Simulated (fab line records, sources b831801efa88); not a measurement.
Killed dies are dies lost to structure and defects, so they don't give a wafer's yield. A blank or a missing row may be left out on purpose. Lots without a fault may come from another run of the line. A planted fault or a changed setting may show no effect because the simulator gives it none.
A struck lot beside a sound one | flow sky130 | 15 steps out of a route of 708
Sound: wafers L103.2, L103.5, L103.6. Struck: wafers L117.1, L117.3, L117.5. The cause comes at the end.
At each step with rows: each side's tool, then ch and its chambers, then its first start. Under that, the readings that differ: sound wafers | struck wafers | difference of the means | sigmas: that difference in standard deviations of wafers without a fault.
alike: readings whose means differ by less than 2 such deviations, and words and numbers that are the same on both sides. not compared: withheld readings, readings that some wafer has no value for, bounds like >300 that may hide the same value, and numbers for which the record gives no deviation and whose values overlap.
The two part at a step that has a row with sigmas, a row that says differs or no value, or rows on one side only. Numbers that don't overlap but have no deviation are shown without sigmas and don't part them. A reading that every wafer of one side lacks parts them only if that side has two wafers or more.

first, 7 steps without rows for these wafers: SKY_PAD_OPEN_DEHYDRATE_00 (time 60 s); SKY_PAD_OPEN_HMDS_01 (prime time 60 s); SKY_PAD_OPEN_COAT_02 (resist thk 3000 nm); SKY_PAD_OPEN_SOFTBAKE_03; SKY_PAD_OPEN_EXPOSE_04 (exposes mask PDM, target cd 60000 nm); SKY_PAD_OPEN_PEB_05; SKY_PAD_OPEN_DEVELOP_06 (develop time 60 s).
SKY_PAD_OPEN_ETCH_07: etches the open film in CF4/O2, stops on AlCu, target depth 725 nm, time 161.1 s.
  sound on rie_diel-01 ch 0,3, day 46 11:55; struck on rie_diel-02 ch 0,2, day 49 21:56
  reading                     | sound       | struck      | difference | sigmas
  drypump_motor_current_A (A) | 6.4 5.9 6.3 | 5.9 5.0 5.0 | -0.9       | -2
  alike: cf4_flow_sccm, oes_product_au, throttle_valve_pct
  not compared: rf_hours_counter_h
SKY_PAD_OPEN_STRIP_08: strips in O2/N2.
  sound on plasma_asher-03 ch 0,1, day 46 12:02; struck on plasma_asher-04 ch 0,1, day 49 22:02
  alike: drypump_motor_current_A, oes_product_au
  not compared: rf_hours_counter_h
then, 3 steps without rows for these wafers: SKY_PAD_OPEN_STRIP_09 (strips in post etch residue remover, time 1157 s); SKY_PAD_OPEN_CLEAN_10 (cleans in IPA, time 180 s); SKY_PAD_OPEN_CLEAN_11 (cleans in O3/DIW).
SKY_PAD_OPEN_ANNEAL_12:
  sound on furnace-02 ch 0, day 46 12:38; struck on furnace-02 ch 0, day 49 22:38
  reading                | sound                | struck               | difference | sigmas
  spike_tc_centre_C (C)  | 402.8 402.7 404.9    | 397.9 398.4 396.9    | -5.7       | -5
  spike_tc_lower_C (C)   | 398.4 399.4 400.3    | 395.5 394.8 395.3    | -4.2       | -4
  spike_tc_upper_C (C)   | 396.9 397.3 397.4    | 393.0 392.3 392.3    | -4.7       | -3
  tube_center_temp_C (C) | 400.05 399.95 400.02 | 394.92 394.87 394.9  | -5.11      | -99 or more
  tube_center_temp_C_max | 401.12 400.71 401.06 | 396.10 395.79 396.29 | -4.90      | -31
  alike: zone_power_upper_pct
SKY_PAD_OPEN_BOW_MEAS_13:
  sound on film_metro-02, day 46 14:09; struck on film_metro-04, day 50 00:08
  alike: PAD_OPEN_BOW
SKY_PAD_OPEN_PROBE_99:
  sound on prober-02, day 46 14:18; struck on prober-02, day 50 00:15
  alike: defect_limited_yield, killed_at_M0_to_M3, killed_at_M4_up, killed_at_contacts, killed_at_front_end, killed_at_other, killed_dies, killed_open, killed_short, sort_bin_3_pad_short, sort_bin_5_function, sort_bin_6_memory, sort_n_pass, sort_yield_pct

WHERE THEY PART
First at SKY_PAD_OPEN_ETCH_07; last, within this record, at SKY_PAD_OPEN_ANNEAL_12. Later steps at which nothing parts them and some readings are alike: SKY_PAD_OPEN_BOW_MEAS_13, SKY_PAD_OPEN_PROBE_99.

WHY: what the simulator had put in
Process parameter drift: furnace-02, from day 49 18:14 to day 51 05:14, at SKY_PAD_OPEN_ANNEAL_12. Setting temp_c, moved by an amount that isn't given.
